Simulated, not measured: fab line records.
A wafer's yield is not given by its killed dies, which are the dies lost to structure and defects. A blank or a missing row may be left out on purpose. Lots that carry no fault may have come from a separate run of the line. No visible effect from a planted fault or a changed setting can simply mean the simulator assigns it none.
What tool caused it? ; flow gf180mcu ; Sampling: 13 lots, 39 wafers, 2 of 602 route steps

WHAT THE GAUGES SHOWED, per wafer
GF_V4_CD_MEAS_14: the cd target is 260 nm. Usual: cd_nm 260.2 nm, standard deviation 1.
lot;measured;on;cd_nm (nm);flag
L472;day 24 05:19;cd_sem-01;260.3 260.7 260.5;
L473;day 24 15:47;cd_sem-02;260.0 260.7 259.6;
L474;day 25 01:08;cd_sem-02;259.8 259.5 259.3;
L475;day 25 02:25;cd_sem-02;261.3 261.5 260.2;
L477;day 26 01:08;cd_sem-01;261.6 261.8 261.9;
L478;day 26 11:04;cd_sem-01;259.6 259.1 261.4;
L482;day 27 21:50;cd_sem-01;259.8 258.7 260.4;
L484;day 28 11:05;cd_sem-02;259.7 258.8 258.4;
L487;day 29 06:08;cd_sem-01;260.2 260.0 260.2;
L489;day 29 16:11;cd_sem-02;260.3 260.7 259.1;
L492;day 30 13:58;cd_sem-01;259.9 260.1 261.0;
L493;day 30 22:08;cd_sem-01;258.3 259.0 259.4;
L494;day 31 02:41;cd_sem-02;259.7 260.7 258.7;

GF_V4_RS_MEAS_24: measurement is done with a four-point probe. Usual: V4_W_RS typically reads 0.329 ohm/sq, with standard deviation 0.0047.
lot;measured;on;V4_W_RS (ohm/sq);flag
L472;day 24 06:21;film_metro-02;0.332 0.327 0.330;
L473;day 24 16:49;film_metro-02;0.327 0.320 0.322;
L474;day 25 02:10;film_metro-04;0.334 0.333 0.328;
L475;day 25 03:27;film_metro-04;0.326 0.320 0.326;
L477;day 26 02:10;film_metro-04;0.330 0.324 0.323;
L478;day 26 12:06;film_metro-04;0.328 0.332 0.330;
L482;day 27 22:52;film_metro-01;0.333 0.335 0.331;
L484;day 28 12:11;film_metro-01;0.334 0.334 0.335;
L487;day 29 07:11;film_metro-02;0.337 0.339 0.337;
L489;day 29 17:15;film_metro-01;0.328 0.328 0.329;
L492;day 30 15:04;film_metro-02;0.325 0.326 0.324;
L493;day 30 23:10;film_metro-02;0.325 0.331 0.325;
L494;day 31 03:43;film_metro-01;0.329 0.324 0.332;

EACH LOT AND THE TOOL THAT RAN IT (in order: tool; ch and the chambers of the sampled wafers; start)
Before these readings, the record contains no process step.

AS READ BY THE TOOLS THEMSELVES (means over the sampled wafers that have a number; for cases with no such wafer, the mark the record gives instead)
The record holds no such reading with a usual standard deviation.

THE ANSWER, worked out from the rows above alone
Rule: a lot counts as off when the mean over its wafers that have a number is more than 3 standard deviations away from the usual mean. A lot without any number at a reading at which 4 lots or more have one is off too. All remaining lots with rows at the step are treated as sound. The gauges are gone through in route order, then the tools' own readings, and for those a lot's mean is taken as printed above. The first step at which some lot is off is used, and at that step the reading that is off furthest; a lot without a number counts as furthest.
No lot is off on any of the readings shown, so nothing can be concluded from this.

WHAT THE SIMULATOR HAD PUT IN
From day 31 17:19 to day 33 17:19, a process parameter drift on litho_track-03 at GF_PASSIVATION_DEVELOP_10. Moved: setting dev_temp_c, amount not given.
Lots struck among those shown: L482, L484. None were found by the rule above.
